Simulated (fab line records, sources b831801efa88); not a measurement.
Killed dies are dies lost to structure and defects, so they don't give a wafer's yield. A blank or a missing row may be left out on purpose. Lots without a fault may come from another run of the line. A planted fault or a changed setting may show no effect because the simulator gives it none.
Which tool did it? | flow sky130 | 7 lots, 21 wafers sampled, at 1 step of a route of 708

WHAT THE GAUGES READ, wafer by wafer
SKY_NWELL_OVL_MEAS_23.
lot  | measured    | on         | NWELL_01_OVL (nm)
L418 | day 5 18:03 | overlay-01 | 3.1 1.9 0.2
L419 | day 6 01:28 | overlay-02 | -0.5 -0.1 -0.2
L421 | day 6 14:46 | overlay-01 | -2.0 -0.7 -1.8
L423 | day 7 06:44 | overlay-01 | -0.2 -2.0 0.3
L428 | day 8 08:36 | overlay-01 | 0.0 -2.4 -2.0
L432 | day 9 10:20 | overlay-02 | 0.0 1.2 0.6
L434 | day 9 18:49 | overlay-02 | 2.5 3.2 2.7

WHICH TOOL RAN EACH LOT (tool, then ch and the chambers of the sampled wafers, then the start)
The record holds no process step before these readings.

THE ANSWER, worked out from the rows above alone
Rule: what is usual is taken from the lots themselves. Put in order of their means at a reading, lots are off if they are a third of the lots or fewer, leave a main group of 4 or more, and stand apart from it by a gap of 3 or more times the standard deviation of the main group's means; of several such gaps the widest counts. A main group whose means are all the same, to the digits that the tables above print for the reading, isn't used. A lot without any number at a reading at which 4 lots or more have one is off too. The other lots that the step has rows for count as sound.
No lot is off at any reading shown: from this, nothing can be told.

WHAT THE SIMULATOR HAD PUT IN
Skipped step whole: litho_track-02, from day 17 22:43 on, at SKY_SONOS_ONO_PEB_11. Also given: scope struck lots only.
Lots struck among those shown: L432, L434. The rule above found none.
